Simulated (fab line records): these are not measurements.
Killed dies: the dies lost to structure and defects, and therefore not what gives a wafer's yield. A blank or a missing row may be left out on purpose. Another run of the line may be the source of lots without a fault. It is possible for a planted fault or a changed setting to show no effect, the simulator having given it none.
A struck lot beside a sound one | flow sky130 | 18 out of 708 route steps
Sound: wafers L382.3, L382.4, L382.6. Wafers struck: L390.2, L390.3, L390.5. Last of all comes the cause.
Per side, at each step with rows, come the tool, then ch with its chambers, and then its first start. Under that, the readings that differ: sound wafers | struck wafers | difference of the means | sigmas: that difference in standard deviations of wafers without a fault.
alike: same words and numbers on both sides, and readings whose means sit less than 2 such deviations apart. not compared: any withheld reading, any reading some wafer has no value for, any bound like >300 that may hide the same value, and any number with overlapping values for which the record gives no deviation.
Wherever a step has rows on one side only, a row that says differs or no value, or a row with sigmas, the two part there. Numbers that don't overlap but have no deviation are shown without sigmas and don't part them. Lack of a reading on every wafer of one side parts them only where that side has two or more wafers.

SKY_GATE_OXIDE_STRIP_13: strips in O2/N2.
  sound on plasma_asher-02 ch 0,1, day 17 00:42; struck on plasma_asher-04 ch 0,1, day 19 04:17
  alike: drypump_motor_current_A, oes_product_au, strip_time_to_endpoint_s
  not compared: rf_hours_counter_h
SKY_GATE_OXIDE_TW_MEAS_14:
  sound on film_metro-01 at day 17 00:47; struck on film_metro-01 at day 19 04:23
  alike: GATE_OXIDE_TW
then, 3 steps without rows for these wafers: SKY_GATE_OXIDE_CLEAN_15 (cleans in SC1/SC2, time 143.4 s); SKY_GATE_OXIDE_OXIDATION_16 (stabilise 600 s, purge 300 s, target thk 3.57 nm); SKY_POLY_GATE_CVD_00 (deposits poly-Si, target thk 180 nm, time 720 s).
SKY_POLY_GATE_THK_MEAS_01:
  sound on film_metro-01 at day 17 05:08; struck on film_metro-03 at day 19 16:14
  alike: POLY_GATE_CVD_00_THK
then, 6 steps without rows for these wafers: SKY_RES_PROTECT_DEHYDRATE_00 (time 60 s); SKY_RES_PROTECT_HMDS_01 (prime time 60 s); SKY_RES_PROTECT_COAT_02 (resist thk 1140 nm); SKY_RES_PROTECT_SOFTBAKE_03 (time 60 s); SKY_RES_PROTECT_EXPOSE_04 (exposes mask RPM, target cd 1270 nm); SKY_RES_PROTECT_PEB_05.
SKY_RES_PROTECT_DEVELOP_06: develop time 60 s.
  sound on litho_track-01 ch 0, day 18 10:26; struck on litho_track-01 ch 0, day 20 23:18
after that, 1 step had no rows for these wafers: SKY_POLY_GATE_IMPLANT_02.
SKY_RES_PROTECT_STRIP_07: strips in O2/N2.
  sound on plasma_asher-04 ch 0,1, day 18 10:43; struck on plasma_asher-01 ch 0, day 20 23:35
  alike: drypump_motor_current_A, oes_product_au, strip_time_to_endpoint_s
  not compared: rf_hours_counter_h
SKY_RES_PROTECT_TW_MEAS_08:
  sound on film_metro-01 at day 18 10:48; struck on film_metro-03 at day 20 23:41
  reading      | sound          | struck   | difference | sigmas
  POLY_GATE_TW | 4094 4082 4094 | 30 30 31 | -4060      | -81
then, 1 step without rows for these wafers: SKY_RES_PROTECT_CLEAN_09 (cleans in SC1/SC2, time 150 s).
-- the record jumps here: 29 days lie between the struck wafers' starts before and after (it left off in module RES_PROTECT and takes up again in module PAD_OPEN, whose first step shown is number 708 of the route) --
SKY_PAD_OPEN_PROBE_99:
  sound on prober-01 at day 48 05:53; struck on prober-01 at day 49 20:38
  reading         | sound    | struck      | difference | sigmas
  killed_at_other | 0 0 0    | 348 356 336 | +347       | +99 or more
  killed_dies     | 86 84 66 | 434 433 427 | +353       | +35
  killed_on_rim   | 22 16 15 | 96 96 96    | +78        | +22
  alike: killed_at_M0_to_M3, killed_at_M4_up, killed_at_contacts, killed_at_front_end, killed_open, killed_short

== WHERE THEY PART ==
At SKY_RES_PROTECT_TW_MEAS_08 first; at SKY_PAD_OPEN_PROBE_99 last (within this record only).

WHY: what the simulator had put in
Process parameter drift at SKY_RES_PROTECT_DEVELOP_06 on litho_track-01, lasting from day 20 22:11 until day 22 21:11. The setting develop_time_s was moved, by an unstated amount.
